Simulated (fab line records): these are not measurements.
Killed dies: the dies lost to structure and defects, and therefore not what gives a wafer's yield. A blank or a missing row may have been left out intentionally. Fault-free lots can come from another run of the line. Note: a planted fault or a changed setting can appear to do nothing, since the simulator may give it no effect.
fab line records    flow sfq-line
record: lots: 5  wafers: 15  last-day: 92
route steps=325 shown M4@156 I4@163 JJ@178
lots with no fault: from the same line, run without faults
start-h: hours from the record's first day to the start of the lot's first wafer shown    wait-h: hours from the lot's prior step to this one    " as in the row above    L1.1+2: several wafers, shown together as one row    - no value, or no start given    * or withheld: withheld    < > ~ a bound
route shown NAME@n: names a module that has steps shown in the file, with the first one's number in the route    usual: the fault-free wafers' mean and standard deviation    same: alike in all rows    chamber/n: place in a boat    sites: per-site readings    _std_site: the values' standard deviation    _edge_site: inner sites' mean taken away from outer sites' mean    radius-mm: how far each site lies from the wafer's centre    mask NAME#n: copy n    behind: tool/chamber where the wafer was last shaped    hold: why the lot was held/for how many hours/how that ended    device: transistor that didn't switch, given as n, p or np    end of line: the tests these same wafers got at the end of their route    a step given without rows: its recipe and nothing more    killed: count of dies lost to structure and defects at first sort (not the wafer's yield)    map: shows each die of a wafer: x if killed, . if not, _ if none is there
set.NAME: setting as actually run; set.NAME@STEP: the setting as run at that earlier step    model.NAME: the simulator's own value behind a step, which no gauge read
a table for each step, a row for each wafer; lots at some steps of the route
services: the hour from which a tool's chamber was out of use, counted from the record's first day as start-h (under 0 if before that day), plus the number of hours and why
== steps ==
step: SFQ_TRILAYER_M4_LITHO_PEB_096
recipe: peb-temp-c: 115  peb-time-s: 60  resist: KrF
lot.wafer   tool            chamber  start-h  wait-h
L079.2+5+6  litho-track-01  0        1123.10  0.8
L088.2+5+6  litho-track-03  0        1317.03  0.8
L089.1+4+6  litho-track-03  0        1321.80  1.0
L092.1+5+6  litho-track-03  0        1436.83  1.0
L094.1+3+6  litho-track-01  0        1441.76  1.0
step: SFQ_TRILAYER_M4_LITHO_DEVELOP_095
recipe: time-s: 60  resist: KrF
lot.wafer   tool            chamber  start-h  wait-h
L079.2+5+6  litho-track-01  0        1123.25  0.1
L088.2+5+6  litho-track-03  0        1317.18  0.1
L089.1+4+6  litho-track-03  0        1321.95  0.1
L092.1+5+6  litho-track-03  0        1436.98  0.1
L094.1+3+6  litho-track-01  0        1441.91  0.1
step: SFQ_M4_OVL_MEAS_926
usual: M4_OVL: -1/4.2
lot.wafer  tool        chamber  start-h  wait-h  M4_OVL[nm]
L079.2     overlay-02  -        1123.38  0.1     -10
L079.5     "           -        "        "       3
L079.6     "           -        "        "       0
L088.2     overlay-01  -        1317.31  0.1     6
L088.5     "           -        "        "       6
L088.6     "           -        "        "       5
L089.1     overlay-01  -        1322.10  0.1     2
L089.4     "           -        "        "       3
L089.6     "           -        "        "       1
L092.1     overlay-01  -        1437.13  0.1     0
L092.5     "           -        "        "       0
L092.6     "           -        "        "       -6
L094.1     overlay-01  -        1442.06  0.1     2
L094.3     "           -        "        "       2
L094.6     "           -        "        "       1
step: SFQ_TRILAYER_M4_BARC_OPEN_METAL_ETCH_123
recipe: mask-material: PR  chemistry: O2  target-depth-nm: 125  target: BARC  icp-w: 600  bias-w: 80  pressure-mtorr: 10  time-s: 41.7
usual: drypump-motor-current-A: 6.1/0.47  oes-product-au: 0.685/0.0049  rf-fwd-power-W: 591.7/2.8
lot.wafer  tool          chamber  start-h  wait-h  drypump-motor-current-A  oes-product-au  rf-fwd-power-W  rf-hours-counter-h
L079.2     rie-metal-03  1        1123.41  0.0     6.3                      0.683           590.4           7
L079.5     "             1        "        "       6.3                      0.686           589.7           -
L079.6     "             0        "        "       5.5                      0.688           588.2           -
L088.2     rie-metal-03  1        1317.34  0.0     6.3                      0.690           589.9           34
L088.5     "             1        "        "       6.3                      0.685           591.7           -
L088.6     "             0        "        "       5.5                      0.686           588.5           -
L089.1     rie-metal-02  0        1322.14  0.0     6.4                      0.685           596.1           117
L089.4     "             1        "        "       6.8                      0.686           589.2           -
L089.6     "             1        "        "       6.8                      0.680           588.4           -
L092.1     rie-metal-03  0        1437.17  0.0     5.4                      0.679           587.0           90
L092.5     "             0        "        "       5.4                      0.685           589.8           -
L092.6     "             1        "        "       6.3                      0.690           592.3           -
L094.1     rie-metal-04  0        1442.09  0.0     5.7                      0.681           592.3           2
L094.3     "             0        "        "       5.7                      0.676           592.4           -
L094.6     "             1        "        "       6.3                      0.679           594.1           -
step: SFQ_TRILAYER_M4_ETCH_METAL_ETCH_096
recipe: target: Nb  stop-on: SiO2  mask-material: PR  chemistry: Cl2/Ar  target-depth-nm: 240  icp-w: 600  bias-w: 80  pressure-mtorr: 10  time-s: 120
usual: drypump-motor-current-A: 6.1/0.46  oes-product-au: 0.893/0.0079  rf-fwd-power-W: 596.1/2
lot.wafer  tool          chamber  start-h  wait-h  drypump-motor-current-A  oes-product-au  rf-fwd-power-W  rf-hours-counter-h
L079.2     rie-metal-03  1        1123.47  0.0     6.3                      0.886           598.3           7
L079.5     "             1        "        "       6.3                      0.896           597.6           -
L079.6     "             0        "        "       5.5                      0.888           593.1           -
L088.2     rie-metal-03  1        1317.40  0.0     6.3                      0.891           598.3           34
L088.5     "             1        "        "       6.3                      0.886           597.1           -
L088.6     "             0        "        "       5.4                      0.897           600.6           -
L089.1     rie-metal-02  0        1322.20  0.0     6.4                      0.897           597.8           117
L089.4     "             1        "        "       6.8                      0.897           594.0           -
L089.6     "             1        "        "       6.8                      0.898           594.9           -
L092.1     rie-metal-03  0        1437.23  0.0     5.4                      0.896           596.5           90
L092.5     "             0        "        "       5.4                      0.882           596.8           -
L092.6     "             1        "        "       6.3                      0.894           595.9           -
L094.1     rie-metal-04  0        1442.15  0.0     5.7                      0.896           597.2           2
L094.3     "             0        "        "       5.7                      0.897           594.2           -
L094.6     "             1        "        "       6.3                      0.904           596.8           -
step: SFQ_TRILAYER_M4_STRIP_STRIP_097
recipe: gas: O2  power-w: 200  platen-temp-c: 40  overash-fraction: 0.65  chemistry: O2  pressure-mtorr: 50
usual: drypump-motor-current-A: 6.1/0.46  oes-product-au: 0.999/0.0079
lot.wafer  tool          chamber  start-h  wait-h  drypump-motor-current-A  oes-product-au  rf-hours-counter-h
L079.2     rie-metal-03  1        1123.60  0.1     6.3                      0.982           7
L079.5     "             1        "        "       6.3                      0.979           -
L079.6     "             0        "        "       5.4                      0.990           -
L088.2     rie-metal-03  1        1317.52  0.1     6.3                      0.982           34
L088.5     "             1        "        "       6.3                      0.996           -
L088.6     "             0        "        "       5.4                      0.991           -
L089.1     rie-metal-02  0        1322.32  0.1     6.4                      1.006           117
L089.4     "             1        "        "       6.8                      1.009           -
L089.6     "             1        "        "       6.8                      1.007           -
L092.1     rie-metal-03  0        1437.35  0.1     5.4                      0.997           90
L092.5     "             0        "        "       5.5                      0.996           -
L092.6     "             1        "        "       6.3                      1.000           -
L094.1     rie-metal-04  0        1442.28  0.1     5.7                      0.994           2
L094.3     "             0        "        "       5.7                      1.003           -
L094.6     "             1        "        "       6.2                      0.997           -
step: SFQ_TRILAYER_M4_STRIP_SOLV_CLEAN_098
recipe: chemistry: NMP  temp-c: 70  time-s: 600
usual: bath-guard-temp-C: 70.1/0.53
lot.wafer  tool          chamber  start-h  wait-h  bath-guard-temp-C
L079.2     wet-bench-01  3        1124.20  0.4     69.5
L079.5     "             1        "        "       70.5
L079.6     "             0        "        "       70.2
L088.2     wet-bench-01  3        1318.12  0.4     70.0
L088.5     "             1        "        "       70.6
L088.6     "             4        "        "       70.1
L089.1     wet-bench-03  0        1322.92  0.4     69.8
L089.4     "             5        "        "       70.9
L089.6     "             2        "        "       69.8
L092.1     wet-bench-01  3        1437.95  0.4     70.0
L092.5     "             5        "        "       70.1
L092.6     "             6        "        "       70.8
L094.1     wet-bench-01  3        1442.88  0.4     70.0
L094.3     "             5        "        "       70.1
L094.6     "             0        "        "       70.3
step: SFQ_TRILAYER_I4_DEP_PECVD_099
recipe: material: SiO2  temp-c: 150  time-s: 111.11  pressure-torr: 2.4  rf-w: 183.3  precursor: SiH4/N2O  target-thk-nm: 500
usual: heater-power-outer-w: 30/8.2  heater-power-w: 82/13  rf-fwd-power-W: 182.5/0.61  throttle-valve-pct: 25.1/1.2
lot.wafer  tool      chamber  start-h  wait-h  heater-power-outer-w  heater-power-w  rf-fwd-power-W  throttle-valve-pct
L079.2     pecvd-04  0        1124.39  0.0     31                    89              182.2           24.2
L079.5     "         0        "        "       34                    88              182.1           24.2
L079.6     "         1        "        "       19                    66              182.9           23.7
L088.2     pecvd-02  1        1318.31  0.0     24                    67              182.7           26.8
L088.5     "         0        "        "       48                    111             181.8           26.4
L088.6     "         1        "        "       15                    56              182.7           27.0
L089.1     pecvd-04  1        1323.10  0.0     24                    73              183.5           24.2
L089.4     "         0        "        "       37                    94              182.6           24.2
L089.6     "         1        "        "       27                    77              183.2           24.1
L092.1     pecvd-04  1        1438.13  0.0     25                    75              182.6           24.7
L092.5     "         0        "        "       24                    80              182.1           24.9
L092.6     "         1        "        "       26                    76              182.5           24.8
L094.1     pecvd-02  0        1443.05  0.0     35                    93              182.1           26.4
L094.3     "         2        "        "       15                    64              182.8           24.5
L094.6     "         0        "        "       39                    97              182.0           26.4
step: SFQ_TRILAYER_I4_CMP_CMP_100
recipe: material: SiO2  down-force-psi: 3  platen-rpm: 60  pad-velocity-m-s: 0.94248
usual: motor-current-A: 10.5/1.1  time-to-endpoint-s: 216/5.5
lot.wafer  tool    chamber  start-h  wait-h  motor-current-A  time-to-endpoint-s
L079.2     cmp-02  0        1126.03  1.6     12.7             212
L079.6     "       1        "        "       9.6              218
L079.5     "       2        "        "       9.4              221
L088.2     cmp-01  1        1332.95  14.6    10.6             214
L088.6     "       3        1333.95  15.5    8.2              215
L088.5     "       0        "        "       10.9             214
L089.1     cmp-01  1        1335.95  12.8    10.4             212
L089.4     "       2        "        "       11.4             216
L089.6     "       0        1337.45  14.3    10.8             213
L092.1     cmp-01  1        1438.80  0.6     11.2             216
L092.5     "       1        1440.80  2.6     10.7             225
L092.6     "       2        "        "       11.3             213
L094.1     cmp-01  3        1444.80  1.7     9.1              205
L094.3     "       2        1446.30  3.2     10.7             210
L094.6     "       0        1447.30  4.2     11.2             222
step: SFQ_I4_BOW_MEAS_927
recipe: mode: bow
usual: I4_BOW: 4/10
lot.wafer  tool           chamber  start-h  wait-h  I4_BOW[um]
L079.2     film-metro-03  -        1127.55  1.0     -10
L079.5     "              -        "        "       -15
L079.6     "              -        "        "       -9
L088.2     film-metro-04  -        1334.97  1.5     10
L088.5     "              -        "        "       6
L088.6     "              -        "        "       -11
L089.1     film-metro-02  -        1337.95  1.5     -2
L089.4     "              -        "        "       -10
L089.6     "              -        "        "       -9
L092.1     film-metro-03  -        1441.80  2.5     1
L092.5     "              -        "        "       -10
L092.6     "              -        "        "       -14
L094.1     film-metro-03  -        1447.80  2.5     5
L094.3     "              -        "        "       13
L094.6     "              -        "        "       26
step: SFQ_TRILAYER_I4_METRO_MEASURE_101
usual: thk-nm: 200.2/0.9
lot.wafer  tool           chamber  start-h  wait-h  thk-nm
L079.2     film-metro-03  -        1127.85  0.3     198.9
L079.5     "              -        "        "       198.7
L079.6     "              -        "        "       200.0
L088.2     film-metro-04  -        1335.27  0.3     201.0
L088.5     "              -        "        "       199.9
L088.6     "              -        "        "       200.1
L089.1     film-metro-02  -        1338.07  0.1     199.3
L089.4     "              -        "        "       198.4
L089.6     "              -        "        "       198.5
L092.1     film-metro-03  -        1441.92  0.1     202.0
L092.5     "              -        "        "       200.5
L092.6     "              -        "        "       199.3
L094.1     film-metro-03  -        1447.92  0.1     199.9
L094.3     "              -        "        "       199.0
L094.6     "              -        "        "       199.8
step: SFQ_TRILAYER_I4_VIA_LITHO_COAT_108
recipe: resist: BARC  spin-rpm: 3000  resist-thk-nm: 62
usual: spin-speed-rpm: 3000.1/2
lot.wafer  tool            chamber  start-h  wait-h  spin-speed-rpm
L079.2     litho-track-01  0        1128.90  0.8     2997.1
L079.5     "               0        "        "       2994.8
L079.6     "               0        "        "       2997.4
L088.2     litho-track-04  0        1336.32  0.8     3000.0
L088.5     "               0        "        "       3001.8
L088.6     "               0        "        "       3000.7
L089.1     litho-track-01  0        1339.27  1.0     2999.4
L089.4     "               0        "        "       2998.1
L089.6     "               0        "        "       2994.7
L092.1     litho-track-01  0        1443.12  1.0     2997.6
L092.5     "               0        "        "       2998.1
L092.6     "               0        "        "       2999.3
L094.1     litho-track-04  0        1449.12  1.0     2998.7
L094.3     "               0        "        "       3000.6
L094.6     "               0        "        "       3001.3
step: SFQ_TRILAYER_I4_VIA_LITHO_COAT_103
recipe: resist: KrF  spin-rpm: 3000  resist-thk-nm: 650
usual: spin-speed-rpm: 3000.0/2
lot.wafer  tool            chamber  start-h  wait-h  spin-speed-rpm
L079.2     litho-track-01  0        1129.20  0.2     3000.5
L079.5     "               0        "        "       2998.9
L079.6     "               0        "        "       3001.2
L088.2     litho-track-04  0        1336.62  0.2     3001.6
L088.5     "               0        "        "       3000.9
L088.6     "               0        "        "       3000.2
L089.1     litho-track-01  0        1339.57  0.2     3000.2
L089.4     "               0        "        "       3001.1
L089.6     "               0        "        "       3000.7
L092.1     litho-track-01  0        1443.42  0.2     3000.0
L092.5     "               0        "        "       3001.8
L092.6     "               0        "        "       3001.0
L094.1     litho-track-04  0        1449.42  0.2     2998.9
L094.3     "               0        "        "       3002.1
L094.6     "               0        "        "       3000.3
step: SFQ_TRILAYER_I4_VIA_LITHO_SOFTBAKE_107
recipe: temp-c: withheld  time-s: withheld  resist: KrF
lot.wafer   tool            chamber  start-h  wait-h
L079.2+5+6  litho-track-01  0        1129.47  0.2
L088.2+5+6  litho-track-04  0        1336.90  0.2
L089.1+4+6  litho-track-01  0        1339.87  0.2
L092.1+5+6  litho-track-01  0        1443.72  0.2
L094.1+3+6  litho-track-04  0        1449.72  0.2
step: SFQ_TRILAYER_I4_VIA_LITHO_EXPOSE_104
recipe: mask-id: I4  na: 0.6  source-shape: conventional  sigma-outer: 0.65  target-cd-nm: 700  dose-mj: 21.3
usual: exposure-dose-mJ-cm2: 21.301/0.02
lot.wafer  tool            chamber  start-h  wait-h  mask  exposure-dose-mJ-cm2
L079.2     krf-scanner-02  0        1157.05  -       I4#0  21.251
L079.5     "               0        "        "       I4#0  21.280
L079.6     "               0        "        "       I4#0  21.276
L088.2     krf-scanner-02  0        1342.33  -       I4#0  21.346
L088.5     "               0        "        "       I4#0  21.295
L088.6     "               0        "        "       I4#0  21.283
L089.1     krf-scanner-02  0        1343.33  -       I4#0  21.282
L089.4     "               0        "        "       I4#0  21.321
L089.6     "               0        "        "       I4#0  21.310
L092.1     krf-scanner-01  0        1444.00  -       I4#0  21.269
L092.5     "               0        "        "       I4#0  21.299
L092.6     "               0        "        "       I4#0  21.291
L094.1     krf-scanner-01  0        1449.87  -       I4#0  21.298
L094.3     "               0        "        "       I4#0  21.303
L094.6     "               0        "        "       I4#0  21.325
step: SFQ_TRILAYER_I4_VIA_LITHO_PEB_106
recipe: peb-temp-c: 115  peb-time-s: 60  resist: KrF
lot.wafer   tool            chamber  start-h  wait-h
L079.2+5+6  litho-track-04  0        1158.08  0.8
L088.2+5+6  litho-track-01  0        1343.36  0.8
L089.1+4+6  litho-track-04  0        1344.53  1.0
L092.1+5+6  litho-track-04  0        1445.20  1.0
L094.1+3+6  litho-track-01  0        1451.07  1.0
step: SFQ_TRILAYER_I4_VIA_LITHO_DEVELOP_105
recipe: time-s: 60  resist: KrF
lot.wafer   tool            chamber  start-h  wait-h
L079.2+5+6  litho-track-04  0        1158.23  0.1
L088.2+5+6  litho-track-01  0        1343.51  0.1
L089.1+4+6  litho-track-04  0        1344.68  0.1
L092.1+5+6  litho-track-04  0        1445.35  0.1
L094.1+3+6  litho-track-01  0        1451.22  0.1
step: SFQ_I4_OVL_MEAS_928
usual: I4_OVL: -2/5.2
lot.wafer  tool        chamber  start-h  wait-h  I4_OVL[nm]
L079.2     overlay-02  -        1158.36  0.1     -4
L079.5     "           -        "        "       0
L079.6     "           -        "        "       -2
L088.2     overlay-02  -        1343.64  0.1     0
L088.5     "           -        "        "       0
L088.6     "           -        "        "       -1
L089.1     overlay-02  -        1344.83  0.1     -13
L089.4     "           -        "        "       -17
L089.6     "           -        "        "       -9
L092.1     overlay-01  -        1445.50  0.1     1
L092.5     "           -        "        "       2
L092.6     "           -        "        "       2
L094.1     overlay-02  -        1451.37  0.1     -5
L094.3     "           -        "        "       -12
L094.6     "           -        "        "       -10
step: SFQ_TRILAYER_I4_VIA_BARC_OPEN_VIA_ETCH_146
recipe: mask-material: PR  chemistry: O2  target-depth-nm: 125  target: BARC  source-w: 500  bias-w: 80  pressure-mtorr: 30  time-s: 41.7
usual: drypump-motor-current-A: 5.9/0.43  oes-product-au: 0.685/0.0045  rf-fwd-power-W: 494.7/1.9
lot.wafer  tool         chamber  start-h  wait-h  drypump-motor-current-A  oes-product-au  rf-fwd-power-W  rf-hours-counter-h
L079.2     rie-diel-02  2        1158.39  0.0     5.6                      0.680           496.3           5
L079.5     "            3        "        "       6.1                      0.681           496.9           -
L079.6     "            2        "        "       5.6                      0.679           494.5           -
L088.2     rie-diel-01  1        1343.67  0.0     6.2                      0.690           494.7           14
L088.5     "            2        "        "       5.1                      0.682           492.9           -
L088.6     "            3        "        "       6.6                      0.687           491.6           -
L089.1     rie-diel-03  1        1344.87  0.0     5.7                      0.675           492.1           5
L089.4     "            1        "        "       5.7                      0.685           490.6           -
L089.6     "            3        "        "       4.9                      0.689           497.6           -
L092.1     rie-diel-03  0        1445.54  0.0     5.7                      0.679           496.0           13
L092.5     "            1        "        "       5.7                      0.689           491.7           -
L092.6     "            2        "        "       6.3                      0.681           496.6           -
L094.1     rie-diel-03  2        1451.41  0.0     6.2                      0.681           495.2           18
L094.3     "            0        "        "       5.7                      0.683           494.0           13
L094.6     "            0        "        "       5.7                      0.691           493.1           -
step: SFQ_TRILAYER_I4_VIA_ETCH_VIA_ETCH_106
recipe: target: SiO2  stop-on: Nb  mask-material: PR  taper-deg: 20  chemistry: CHF3  target-depth-nm: 260  source-w: 500  bias-w: 80  pressure-mtorr: 30  time-s: withheld
usual: drypump-motor-current-A: 5.9/0.43  oes-product-au: 0.854/0.005  rf-fwd-power-W: 498.2/1.7
lot.wafer  tool         chamber  start-h  wait-h  drypump-motor-current-A  oes-product-au  rf-fwd-power-W
L079.2     rie-diel-02  2        1158.43  0.0     5.7                      0.858           500.1
L079.5     "            3        "        "       6.1                      0.846           496.3
L079.6     "            2        "        "       5.6                      0.852           500.5
L088.2     rie-diel-01  1        1343.71  0.0     6.2                      0.859           495.9
L088.5     "            2        "        "       5.1                      0.851           495.7
L088.6     "            3        "        "       6.6                      0.849           498.9
L089.1     rie-diel-03  1        1344.91  0.0     5.7                      0.854           495.8
L089.4     "            1        "        "       5.7                      0.850           494.4
L089.6     "            3        "        "       4.9                      0.853           498.3
L092.1     rie-diel-03  0        1445.58  0.0     5.7                      0.848           497.2
L092.5     "            1        "        "       5.7                      0.855           496.2
L092.6     "            2        "        "       6.3                      0.860           498.0
L094.1     rie-diel-03  2        1451.45  0.0     6.3                      0.853           495.4
L094.3     "            0        "        "       5.7                      0.856           497.9
L094.6     "            0        "        "       5.7                      0.861           500.0
step: SFQ_TRILAYER_I4_VIA_STRIP_STRIP_107
recipe: gas: O2  power-w: 200  platen-temp-c: 40  overash-fraction: 0.65  chemistry: O2  pressure-mtorr: 50
usual: drypump-motor-current-A: 6.1/0.47  oes-product-au: 0.999/0.009
lot.wafer  tool          chamber  start-h  wait-h  drypump-motor-current-A  oes-product-au  rf-hours-counter-h
L079.2     rie-metal-01  1        1158.54  -       5.9                      0.994           81
L079.5     "             1        "        "       5.9                      0.995           -
L079.6     "             0        "        "       5.7                      0.999           -
L088.2     rie-metal-03  1        1343.82  -       6.3                      0.992           39
L088.5     "             1        "        "       6.3                      0.990           -
L088.6     "             0        "        "       5.5                      0.988           -
L089.1     rie-metal-01  1        1345.02  -       5.9                      0.997           106
L089.4     "             0        "        "       5.7                      0.985           -
L089.6     "             0        "        "       5.8                      0.998           -
L092.1     rie-metal-03  1        1445.69  -       6.3                      1.000           51
L092.5     "             1        "        "       6.3                      1.000           -
L092.6     "             0        "        "       5.4                      0.992           -
L094.1     rie-metal-02  1        1451.56  -       6.8                      1.009           49
L094.3     "             1        "        "       6.8                      1.009           -
L094.6     "             1        "        "       6.9                      1.007           -
step: SFQ_TRILAYER_I4_VIA_STRIP_SOLV_CLEAN_108
recipe: chemistry: NMP  temp-c: 70  time-s: 600
usual: bath-guard-temp-C: 70.2/0.6
lot.wafer  tool          chamber  start-h  wait-h  bath-guard-temp-C
L079.2     wet-bench-04  6        1159.14  0.4     70.0
L079.5     "             0        "        "       70.7
L079.6     "             2        "        "       70.6
L088.2     wet-bench-03  5        1344.42  0.4     70.6
L088.5     "             7        "        "       69.9
L088.6     "             3        "        "       69.7
L089.1     wet-bench-04  7        1345.62  0.4     70.7
L089.4     "             1        "        "       69.1
L089.6     "             5        "        "       70.6
L092.1     wet-bench-03  7        1446.29  0.4     69.7
L092.5     "             2        "        "       69.7
L092.6     "             1        "        "       68.9
L094.1     wet-bench-02  4        1452.76  1.0     70.4
L094.3     "             1        "        "       70.4
L094.6     "             2        "        "       70.3
step: SFQ_TRILAYER_JJ_TRILAYER_DEP_PRE_CLEAN_113
recipe: gas: Ar  time-s: 22.5  bias-v: 250
lot.wafer   tool            chamber  start-h  wait-h
L079.2+5+6  pvd-sputter-04  -        1159.35  0.0
L088.2+5+6  pvd-sputter-03  -        1344.60  0.0
L089.1+4+6  pvd-sputter-06  -        1345.80  0.0
L092.1+5+6  pvd-sputter-04  -        1446.46  0.0
L094.1+3+6  pvd-sputter-06  -        1452.94  0.0
step: SFQ_TRILAYER_JJ_TRILAYER_DEP_SPUTTER_109
recipe: material: Nb  base-pressure-pa: 1.33e-06  chamber-pressure-pa: 0.1333  substrate-temp-c: 20  target-thk-nm: 150  power-w: 2000  time-s: 100
usual: throttle-valve-pct: 29.7/0.88
lot.wafer  tool            chamber  start-h  wait-h  throttle-valve-pct
L079.2     pvd-sputter-04  -        1159.38  0.0     30.3
L079.5     "               -        "        "       30.0
L079.6     "               -        "        "       28.6
L088.2     pvd-sputter-03  -        1344.62  0.0     30.6
L088.5     "               -        "        "       28.2
L088.6     "               -        "        "       30.1
L089.1     pvd-sputter-06  -        1345.83  0.0     30.5
L089.4     "               -        "        "       29.7
L089.6     "               -        "        "       30.7
L092.1     pvd-sputter-04  -        1446.49  0.0     29.2
L092.5     "               -        "        "       29.2
L092.6     "               -        "        "       29.1
L094.1     pvd-sputter-06  -        1452.97  0.0     29.6
L094.3     "               -        "        "       28.5
L094.6     "               -        "        "       30.4
step: SFQ_TRILAYER_JJ_TRILAYER_DEP_SPUTTER_110
recipe: material: Al  base-pressure-pa: 1.33e-06  target-thk-nm: 8  power-w: 500  time-s: 10  chamber-pressure-pa: 0.4
usual: throttle-valve-pct: 29.7/0.9
lot.wafer  tool            chamber  start-h  wait-h  throttle-valve-pct
L079.2     pvd-sputter-04  -        1159.45  0.0     30.2
L079.5     "               -        "        "       30.5
L079.6     "               -        "        "       29.1
L088.2     pvd-sputter-03  -        1344.70  0.0     30.4
L088.5     "               -        "        "       28.3
L088.6     "               -        "        "       29.8
L089.1     pvd-sputter-06  -        1345.91  0.0     30.6
L089.4     "               -        "        "       29.7
L089.6     "               -        "        "       30.7
L092.1     pvd-sputter-04  -        1446.56  0.0     29.4
L092.5     "               -        "        "       28.6
L092.6     "               -        "        "       29.2
L094.1     pvd-sputter-06  -        1453.04  0.0     29.6
L094.3     "               -        "        "       28.4
L094.6     "               -        "        "       30.8
step: SFQ_TRILAYER_JJ_TRILAYER_DEP_AL_OXIDATION_111
recipe: pressure-mbar: 0.014667  oxidation-time-s: 600  temperature-k: 293
usual: pressure-mbar: 0.01466/3.1e-05
lot.wafer  tool            chamber  start-h  wait-h  pressure-mbar
L079.2     pvd-sputter-04  -        1159.47  0.0     0.01467
L079.5     "               -        "        "       0.01474
L079.6     "               -        "        "       0.01472
L088.2     pvd-sputter-03  -        1344.72  0.0     0.01467
L088.5     "               -        "        "       0.01465
L088.6     "               -        "        "       0.01469
L089.1     pvd-sputter-06  -        1345.93  0.0     0.01475
L089.4     "               -        "        "       0.01465
L089.6     "               -        "        "       0.0147
L092.1     pvd-sputter-04  -        1446.59  0.0     0.01466
L092.5     "               -        "        "       0.01469
L092.6     "               -        "        "       0.01466
L094.1     pvd-sputter-06  -        1453.06  0.0     0.01461
L094.3     "               -        "        "       0.01468
L094.6     "               -        "        "       0.01468
== services ==
tool            chamber  start-h  hours  kind
pvd-sputter-03  -        1100.91  13.0   repair
rie-diel-03     0        1102.04  6.0    repair
rie-diel-03     -        1117.57  3.6    repair
rie-diel-03     1        1117.59  32.8   repair
wet-bench-01    -        1145.95  1.2    repair
pvd-sputter-03  -        1154.08  8.1    repair
rie-metal-03    0        1154.76  14.4   repair
pvd-sputter-06  -        1158.41  4.6    repair
wet-bench-01    -        1168.97  4.0    repair
rie-metal-02    -        1190.82  2.8    pm
rie-metal-03    1        1192.11  18.5   repair
rie-metal-02    -        1207.42  6.1    repair
rie-metal-02    -        1228.90  0.5    repair
rie-metal-03    -        1232.35  14.6   pm
pvd-sputter-04  -        1248.63  0.9    repair
pvd-sputter-04  -        1266.69  1.6    repair
rie-diel-03     2        1286.71  4.9    repair
rie-diel-03     0        1291.97  9.0    repair
rie-diel-03     2        1339.64  9.6    repair
rie-metal-03    -        1345.24  10.6   repair
rie-diel-03     1        1353.62  17.5   repair
rie-diel-03     2        1358.61  9.5    repair
pvd-sputter-04  -        1408.84  3.5    repair
pvd-sputter-04  -        1429.59  2.5    repair
== key ==
fault none
